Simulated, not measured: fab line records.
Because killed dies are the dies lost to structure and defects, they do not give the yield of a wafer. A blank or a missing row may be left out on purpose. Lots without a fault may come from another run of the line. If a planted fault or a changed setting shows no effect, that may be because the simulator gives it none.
The tool behind it: which one? | flow gf180mcu | 6 lots, 18 wafers sampled, at 1 step of a route of 602

== WHAT THE GAUGES READ, wafer by wafer ==
GF_VT_IMPLANT_OVL_MEAS_07.
lot  | measured     | on         | VT_IMPLANT_OVL (nm)
L412 | day 5 20:46  | overlay-02 | 0.3 0.5 0.9
L416 | day 6 21:59  | overlay-01 | -1.5 0.3 -2.2
L419 | day 7 17:13  | overlay-01 | -1.0 -2.0 -1.8
L424 | day 9 01:40  | overlay-02 | -1.9 -1.1 -3.4
L427 | day 9 19:28  | overlay-01 | 0.1 0.8 0.0
L434 | day 11 14:31 | overlay-01 | -0.2 -3.2 0.4

== WHAT TOOL EACH LOT RAN ON (gives the tool, then ch and the chambers of the sampled wafers, and finally the start) ==
No process step before these readings appears in the record.

== THE ANSWER, worked out from the rows above alone ==
Rule: usual is defined by the lots themselves. Put in order of their means at a reading, lots are off if they are a third of the lots or fewer, leave a main group of 4 or more, and stand apart from it by a gap of 3 or more times the standard deviation of the main group's means; of several such gaps the widest counts. A main group whose means are all the same, to the digits that the tables above print for the reading, isn't used. A lot without any number at a reading at which 4 lots or more have one is off too. All remaining lots with rows at the step are treated as sound.
None of the lots is off at any reading shown; this tells nothing.

== WHAT THE SIMULATOR HAD PUT IN ==
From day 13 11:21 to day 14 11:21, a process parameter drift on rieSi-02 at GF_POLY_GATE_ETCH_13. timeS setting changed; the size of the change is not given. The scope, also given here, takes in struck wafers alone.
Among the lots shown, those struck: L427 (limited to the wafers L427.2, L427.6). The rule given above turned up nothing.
